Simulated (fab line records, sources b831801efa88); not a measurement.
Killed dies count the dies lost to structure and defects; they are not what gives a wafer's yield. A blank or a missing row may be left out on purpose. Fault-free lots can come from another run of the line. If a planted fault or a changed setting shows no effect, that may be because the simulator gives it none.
Matching of chambers :: flow gf180mcu :: GF_V5_CVD_02 on pecvd-02 has 3 sister chambers
The step deposits SiO2 from TEOS, target thk 1450 nm, time 163.28 s. 6 wafers are shown with their chamber, then 10 later ones without.

== WAFERS WITH THEIR CHAMBER ==
wafer: L087.4
chamber: 2
heater_power_w (W): 751

wafer: L087.6
chamber: 0
heater_power_w (W): 389

wafer: L090.3
chamber: 0
heater_power_w (W): 446

wafer: L090.4
chamber: 1
heater_power_w (W): 576

wafer: L092.1
chamber: 1
heater_power_w (W): 562

wafer: L092.4
chamber: 2
heater_power_w (W): 639

== WAFERS WHOSE CHAMBER IS MISSING ==
wafer: L092.6
heater_power_w (W): 664

wafer: L093.4
heater_power_w (W): 758

wafer: L093.5
heater_power_w (W): 646

wafer: L093.6
heater_power_w (W): 670

wafer: L096.1
heater_power_w (W): 611

wafer: L096.2
heater_power_w (W): 735

wafer: L096.3
heater_power_w (W): 447

wafer: L096.4
heater_power_w (W): 797

wafer: L096.5
heater_power_w (W): 500

wafer: L096.6
heater_power_w (W): 704

== THE CHAMBER EACH PASSED THROUGH ==
wafer: L092.6
from the rows above: can't be placed: 2 or 1
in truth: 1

wafer: L093.4
from the rows above: 2
in truth: 2

wafer: L093.5
from the rows above: can't be placed: 2 or 1
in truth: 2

wafer: L093.6
from the rows above: can't be placed: 2 or 1
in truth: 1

wafer: L096.1
from the rows above: can't be placed: 1 or 2
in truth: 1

wafer: L096.2
from the rows above: 2
in truth: 2

wafer: L096.3
from the rows above: can't be placed: 0 or 1
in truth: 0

wafer: L096.4
from the rows above: 2
in truth: 2

wafer: L096.5
from the rows above: can't be placed: 1 or 0
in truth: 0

wafer: L096.6
from the rows above: 2
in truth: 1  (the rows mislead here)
Correctly placed: 3 of 10. Can't be placed from these rows: 6 (the true chamber is among the candidates in 6). 1 placed wrongly.
How it was worked out, from the rows above alone: a wafer's distance from a chamber is the root of the sum, over the readings, of the square of ((its reading less the chamber's mean) divided by the reading's scatter). If the next closest chamber is less than 2 further off than the closest, the wafer can't be placed; otherwise it belongs to the closest. The mean given for a chamber averages the wafers shown for that chamber. The scatter is the square root of a quotient: the sum, over the shown wafers, of each reading's squared deviation from its chamber's mean, divided by wafers minus chambers.
